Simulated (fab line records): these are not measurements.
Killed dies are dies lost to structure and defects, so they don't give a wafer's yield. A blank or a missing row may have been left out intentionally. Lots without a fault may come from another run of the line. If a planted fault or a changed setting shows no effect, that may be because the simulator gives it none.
2 desks, one fault -- flow sky130 -- numbers are kept per desk, each desk with only its own; the story behind them comes last

== AT THE METROLOGY DESK ==
What the gauges read, lot by lot, whatever tool the lot ran on: means of the sampled wafers that have a number. A lot is out of limits, marked OUT, if its mean lies more than 4 standard deviations from the usual mean; the brackets give that distance.
Columns: A = RES_XHIGH_TW at SKY_RES_XHIGH_TW_MEAS_09, usual 1635
lot,first seen here,A
L962,day 26 17:20,1638
L964,day 27 02:40,1616
L965,day 27 13:12,1619
L966,day 28 02:19,1660
L968,day 28 13:13,1627
L970,day 29 12:53,1614
L971,day 29 21:04,1612
L972,day 30 04:16,1616
L974,day 30 21:13,1614
L980,day 32 21:35,1635
L981,day 33 04:13,1658
L984,day 34 01:53,1621
This desk's verdict: no lot among the 12 shows anything out of limits.

== DESK OF THE TOOL OWNER: implanter-04 ==
SKY_LDD_N_IMPLANT_11, tool's own readings: per-lot mean of the sampled wafers with a number, covering each lot this tool ran. A lot is out of limits, marked OUT, if its mean lies more than 4 standard deviations from the usual mean; the brackets give that distance.
Columns: A = dose ions cm2 at SKY_LDD_N_IMPLANT_11, usual 7.498e+13; B = faraday current uA at SKY_LDD_N_IMPLANT_11, usual 421
lot,first seen here,A,B
L964,day 18 06:38,7.507e+13,423
L965,day 18 14:26,7.502e+13,428
L966,day 19 05:22,7.489e+13,419
L971,day 21 06:14,7.499e+13,418
L972,day 21 11:41,7.509e+13,417
L980,day 24 11:17,6.386e+13 (-99 or more) OUT,355 (-7.6) OUT
L981,day 24 17:27,6.376e+13 (-99 or more) OUT,352 (-8.0) OUT
Finding of this desk: L980, L981 out of limits; the first was L980 at day 24 11:17, on dose ions cm2 at SKY_LDD_N_IMPLANT_11. L964, L965, L966, L971, L972: within limits.

== PUT TOGETHER ==
The tool owner's desk could have raised an alarm at day 24 11:17, on L980, L981.
From the metrology desk's view, nothing was out of limits.
The metrology desk has L980, L981 on record, within its limits.
The lots listed all ran SKY_LDD_N_IMPLANT_11 on implanter-04.

== WHAT THE SIMULATOR PUT IN ==
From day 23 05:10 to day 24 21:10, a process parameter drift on implanter-04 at SKY_LDD_N_IMPLANT_11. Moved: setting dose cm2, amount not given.
Shown lots that were struck: L980, L981.
Each desk's first reading out of limits, in hours after the fault started: the tool owner's desk, 30.
